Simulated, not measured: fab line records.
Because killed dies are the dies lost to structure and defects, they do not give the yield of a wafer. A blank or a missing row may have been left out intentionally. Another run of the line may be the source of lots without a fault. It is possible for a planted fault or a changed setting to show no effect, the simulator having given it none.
Check of tool commonality -- flow gf180mcu -- 39 wafers sampled across 13 lots

## REASON FOR OPENING
Of 13 lots, 2 have the reading MVSD_TW flagged at GF_MVSD_TW_MEAS_11. Fault-free wafers read 1572, with a standard deviation of 18.
Rule: a lot is flagged when every wafer of it that has a number lies more than 4 standard deviations from that mean, or none has a number. All remaining lots are regarded as sound.

lot,measured,on,"MVSD_TW, wafer by wafer",flag
L301,day 4 10:53,film_metro-03,1551 1549 1561,
L302,day 4 14:59,film_metro-02,1586 1590 1590,
L303,day 4 23:50,film_metro-04,1572 1581 1576,
L304,day 5 12:53,film_metro-02,1582 1581 1592,
L306,day 5 21:07,film_metro-04,1585 1578 1572,
L313,day 7 08:47,film_metro-04,1198 1197 1189,FLAGGED
L314,day 7 14:08,film_metro-02,1577 1590 1580,
L315,day 7 22:35,film_metro-03,1183 1181 1182,FLAGGED
L317,day 8 08:00,film_metro-03,1558 1553 1562,
L318,day 8 13:41,film_metro-03,1558 1556 1549,
L322,day 9 11:35,film_metro-03,1550 1537 1552,
L323,day 9 19:56,film_metro-03,1543 1544 1539,
L324,day 10 00:23,film_metro-03,1546 1549 1552,
The mean of the flagged lots' numbers is 1188, -384 from the usual (-21 standard deviations).

## WHICH TOOL RAN EACH LOT
The record holds 1 process step before the reading, out of a route of 602 steps. In each cell: the tool, then ch and the chambers that the sampled wafers went through, then the start.
lot,flag,GF_MVSD_IMPLANT_08
L301,,"implanter-03 ch 0, day 4 10:31"
L302,,"implanter-03 ch 0, day 4 14:36"
L303,,"implanter-02 ch 0, day 4 23:26"
L304,,"implanter-02 ch 0, day 5 12:30"
L306,,"implanter-02 ch 0, day 5 20:43"
L313,FLAGGED,"implanter-02 ch 0, day 7 08:24"
L314,,"implanter-03 ch 0, day 7 13:46"
L315,FLAGGED,"implanter-02 ch 0, day 7 22:12"
L317,,"implanter-03 ch 0, day 8 07:38"
L318,,"implanter-03 ch 0, day 8 13:19"
L322,,"implanter-03 ch 0, day 9 11:12"
L323,,"implanter-03 ch 0, day 9 19:32"
L324,,"implanter-04 ch 0, day 10 00:00"
What is done by these steps:
- GF_MVSD_IMPLANT_08
- GF_MVSD_TW_MEAS_11

## FLAGGED OVER TOTAL, TOOL BY TOOL (the gauges that took the reading come last)
step,tool,lots run,flagged,share of the flagged lots,sound lots run after its first flagged lot
GF_MVSD_IMPLANT_08,implanter-02,5,2,all,0
GF_MVSD_IMPLANT_08,implanter-03,7,0,none,-
GF_MVSD_IMPLANT_08,implanter-04,1,0,none,-
GF_MVSD_TW_MEAS_11,film_metro-02,3,0,none,-
GF_MVSD_TW_MEAS_11,film_metro-03,7,1,some,"5 (L317,L318,L322,L323,L324)"
GF_MVSD_TW_MEAS_11,film_metro-04,3,1,some,0

## WHAT THE TABLE ALLOWS
In the table, 1 row covers all flagged lots: implanter-02 at GF_MVSD_IMPLANT_08.
- implanter-02 at GF_MVSD_IMPLANT_08: 2 of its 5 lots flagged. A fault beginning between L306 (day 5 20:43), its last sound lot, and L313 (day 7 08:24), its first flagged one, fits the data. Its own readings lie more than 4 standard deviations out on every wafer of the flagged lots: dose_ions_cm2, faraday_current_uA.
What remains is a single tool, implanter-02 at GF_MVSD_IMPLANT_08.

## WHAT THE SIMULATOR HAD PUT IN
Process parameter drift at GF_MVSD_IMPLANT_08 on implanter-02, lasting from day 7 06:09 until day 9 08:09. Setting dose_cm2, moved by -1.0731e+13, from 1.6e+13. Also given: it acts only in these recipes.
Struck lots among those shown: L313, L315. The same result came from the rule above.
